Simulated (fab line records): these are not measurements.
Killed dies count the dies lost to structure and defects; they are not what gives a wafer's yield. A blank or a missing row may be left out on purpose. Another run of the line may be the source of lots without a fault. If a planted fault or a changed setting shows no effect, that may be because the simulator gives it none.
2 desks, one fault | flow sky130 | only its own numbers are on each desk; what lay behind them is given at the end

AT THE TOOL OWNER'S DESK: pvd sputter-03
The tool's own readings at SKY_VIA3_SPUTTER_20 (material TiN, target thk 20 nm, time 80 s): means of the sampled wafers that have a number, for each lot that ran on this tool. Marked OUT: a lot whose mean sits more than 4 standard deviations from the usual mean, which makes it out of limits; the brackets give that distance.
Columns: A = cathode dc power W at SKY_VIA3_SPUTTER_20, usual 4000.1 W; B = throttle valve pct at SKY_VIA3_SPUTTER_20, usual 30.6 %
lot  | first seen here | A                        | B
L431 | day 40 01:27    | 3999.5                   | 30.1
L433 | day 40 13:46    | 4000.4                   | 30.5
L445 | day 44 10:00    | 4110.1 (+99 or more) OUT | 30.0
L446 | day 44 11:58    | 4110.0 (+99 or more) OUT | 31.3
This desk finds L445, L446 out of limits, L445 being first, at day 44 10:00 (cathode dc power W at SKY_VIA3_SPUTTER_20). Within limits: L431, L433.

THE METROLOGY DESK
What the gauges read, lot by lot, whatever tool the lot ran on: means of the sampled wafers that have a number. Marked OUT: a lot whose mean sits more than 4 standard deviations from the usual mean, which makes it out of limits; the brackets give that distance.
Columns: A = cd nm at SKY_VIA3_CD_MEAS_12, usual 200.1 nm; B = VIA3_OVL at SKY_VIA3_OVL_MEAS_13, usual 1 nm
lot  | first seen here | A     | B
L431 | day 40 00:36    | 199.1 | -4
L433 | day 40 12:37    | 198.9 | 15
L444 | day 43 23:34    | 200.7 | 6
L445 | day 44 09:05    | 198.7 | -1
L446 | day 44 11:03    | 199.1 | 5
L449 | day 45 02:11    | 201.1 | 2
This desk found nothing out of limits on any of the 6 lots.

PUT TOGETHER
On L445, L446, at day 44 10:00, an alarm was possible from the tool owner's desk.
Nothing out of limits was seen by the metrology desk.
The metrology desk has L445, L446 on record, within its limits.
On pvd sputter-03, each named lot ran SKY_VIA3_SPUTTER_20.

WHAT HAD BEEN PUT IN BY THE SIMULATOR
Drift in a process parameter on pvd sputter-03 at SKY_VIA3_SPUTTER_20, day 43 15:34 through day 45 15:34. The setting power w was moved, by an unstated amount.
Struck lots among those shown: L445, L446.
Each desk's first reading out of limits, in hours after the fault started: the tool owner's desk, 18.
